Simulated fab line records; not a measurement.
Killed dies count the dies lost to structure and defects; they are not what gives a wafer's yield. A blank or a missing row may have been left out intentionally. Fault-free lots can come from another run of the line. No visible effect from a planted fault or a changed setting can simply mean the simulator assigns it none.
Which tool did it? | flow gf180mcu | 11 lots with 32 wafers sampled at 3 steps, on a route of 602 steps

WHAT THE GAUGES SHOWED, per wafer
GF_V3_RS_MEAS_24: measures by four-point-probe.
lot  | measured     | on           | V3_W_RS (ohm/sq)
L906 | day 22 13:34 | filmMetro-03 | 0.330 0.331 0.336
L908 | day 23 12:31 | filmMetro-01 | 0.331 0.332 0.329
L909 | day 23 18:43 | filmMetro-04 | 0.332 0.331 0.335
L910 | day 24 09:55 | filmMetro-03 | 0.333 0.337 0.336
L912 | day 24 16:56 | filmMetro-04 | 0.330 0.338 0.331
L913 | day 25 00:52 | filmMetro-04 | 0.335 0.335 0.336
L914 | day 25 12:14 | filmMetro-01 | 0.332 0.334 0.333
L916 | day 26 01:49 | filmMetro-03 | 0.335 0.336 0.334
L920 | day 27 02:46 | filmMetro-01 | 0.286 0.281 0.331
L923 | day 28 02:35 | filmMetro-03 | 0.284 0.286
L926 | day 28 20:41 | filmMetro-03 | 0.334 0.334 0.333

WHAT TOOL EACH LOT RAN ON (gives the tool, then ch and the chambers of the sampled wafers, and finally the start)
lot  | GF_V3_SPUTTER_22            | GF_V3_CVD_23
L906 | pvdSputter-02, day 22 13:23 | cvdW-01 ch 0, day 22 13:26
L908 | pvdSputter-03, day 23 12:17 | cvdW-01 ch 0,1, day 23 12:22
L909 | pvdSputter-03, day 23 18:34 | cvdW-02 ch 0,1, day 23 18:37
L910 | pvdSputter-03, day 24 09:44 | cvdW-01 ch 0,1, day 24 09:46
L912 | pvdSputter-04, day 24 16:46 | cvdW-01 ch 0,1, day 24 16:49
L913 | pvdSputter-03, day 25 00:42 | cvdW-01 ch 0,1, day 25 00:44
L914 | pvdSputter-02, day 25 12:04 | cvdW-01 ch 0,1, day 25 12:07
L916 | pvdSputter-04, day 26 01:38 | cvdW-01 ch 0,1, day 26 01:40
L920 | pvdSputter-02, day 27 02:35 | cvdW-01 ch 0,1, day 27 02:37
L923 | pvdSputter-03, day 28 02:16 | cvdW-01 ch 0, day 28 02:25
L926 | pvdSputter-02, day 28 20:31 | cvdW-02 ch 1, day 28 20:33
- GF_V3_SPUTTER_22: material TiN, target thk 10 nm, time 40 s.
- GF_V3_CVD_23: deposits W, target thk 350 nm, time 104.9 s.

THE ANSWER, worked out from the rows above alone
Rule: usual is defined by the lots themselves. Put in order of their means at a reading, lots are off if they are a third of the lots or fewer, leave a main group of 4 or more, and stand apart from it by a gap of 3 or more times the standard deviation of the main group's means; of several such gaps the widest counts. If all means in a main group match to the digits the tables above print for the reading, that group is not used. A lot without any number at a reading at which 4 lots or more have one is off too. Any other lot the step has rows for is counted as sound.
Off: L920, L923, seen at GF_V3_RS_MEAS_24 (V3_W_RS). Main group: mean 0.333 ohm/sq, sd 0.0015.
A tool fits if, at a process step before that reading, it ran every lot that is off, and no sound lot after the first of them. Gauges at GF_V3_RS_MEAS_24: tried the same way as those tools. One fits: GF_V3_CVD_23 on cvdW-01. A fault onset in the window from L916 (day 26 01:40, its last sound lot) to L920 (day 27 02:37, its first lot off) fits.

WHAT HAD BEEN PUT IN BY THE SIMULATOR
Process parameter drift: cvdW-01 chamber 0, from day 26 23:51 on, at GF_V3_CVD_23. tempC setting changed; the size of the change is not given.
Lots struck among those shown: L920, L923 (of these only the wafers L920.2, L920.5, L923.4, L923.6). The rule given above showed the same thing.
